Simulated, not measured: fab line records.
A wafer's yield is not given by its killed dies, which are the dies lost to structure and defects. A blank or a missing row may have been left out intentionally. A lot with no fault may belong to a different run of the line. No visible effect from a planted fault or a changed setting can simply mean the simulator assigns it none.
Problem report, 8D (eight disciplines) form, completed by code	flow sky130	the parts of the form that need people (team, actions taken, sign-off) are left out

## 1. WHAT WENT WRONG
Mean of dose_ions_cm2 at SKY_LDD_N_IMPLANT_10: 5.0e+13 across 6 wafers in 2 lots; on wafers with no fault it is 7.5e+13 (standard deviation 8.8e+10). That is -99 or more standard deviations from the usual mean.
First observed at day 24 08:59: wafer L299.2, on implanter-03. The record has a number at this step for 36 wafers belonging to 12 lots. By rule, "out" or "out of limits" means more than 4 standard deviations away from the usual mean. Any other wafer with a number is counted as sound.

## 2. WHAT IT IS; WHAT IT IS NOT
question	is	is not
which readings at this step	dose_ions_cm2, faraday_current_uA	-
which lots	L299, L300	L280, L281, L282, L283, L285, L286, L287, L288, L290, L295
which wafers of those lots	all that have a number	-
read on which tools	implanter-03	implanter-01
when	from day 24 08:59	up to then (30 sound wafers)

## 3. SUSPECTS, AND WHAT RULES EACH OUT
Counting: a tool at any process step up to the reading remains a suspect when it ran all the lots that are out and ran no sound lot after the first of those.
- implanter-03 at SKY_LDD_N_IMPLANT_10: kept. It ran every lot that is out, first L299 (day 24 08:59), and no sound lot after that; its last sound lot up to then is L295 (day 22 23:17). On those wafers its own readings are out: dose_ions_cm2, faraday_current_uA.
Left after counting: implanter-03 at SKY_LDD_N_IMPLANT_10.

## 4. THE CAUSE (what the simulator had put in)
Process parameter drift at SKY_LDD_N_IMPLANT_10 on implanter-03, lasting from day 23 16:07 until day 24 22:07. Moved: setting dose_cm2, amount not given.
Counting left only this tool.

## 5. SEQUENCE OF EFFECTS, ordered by route
One row per reading whose mean, taken over the struck wafers that have a number, lies over 3 standard deviations from the usual. Scope: only readings with a usual standard deviation given in the record; hours: median across lots of the time from each lot's start at the first step in this table that gives one to its start at this step; sigmas: change in usual standard deviations.
hours	step	reading	usual	on struck wafers	change	sigmas
0	SKY_LDD_N_IMPLANT_10	dose_ions_cm2	7.5e+13	5.0e+13	-2.5e+13	-99 or more
0	SKY_LDD_N_IMPLANT_10	faraday_current_uA	422	280	-142	-16
1	SKY_LDD_N_STRIP_16	strip_time_to_endpoint_s	4.309 s	4.249	-0.060	-4.0
It contains these process steps:
- SKY_LDD_N_IMPLANT_10
- SKY_LDD_N_STRIP_16: strips in O2/N2.
Later steps that measure or inspect, where all struck wafers having a row at the step show a number for every such reading and not one has moved that far: SKY_VIA2_BOW_MEAS_03.

## 6. WHAT WOULD HAVE CAUGHT IT SOONER
In this record the first reading out of limits was taken at day 24 08:59, 17 hours after the fault began at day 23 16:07.
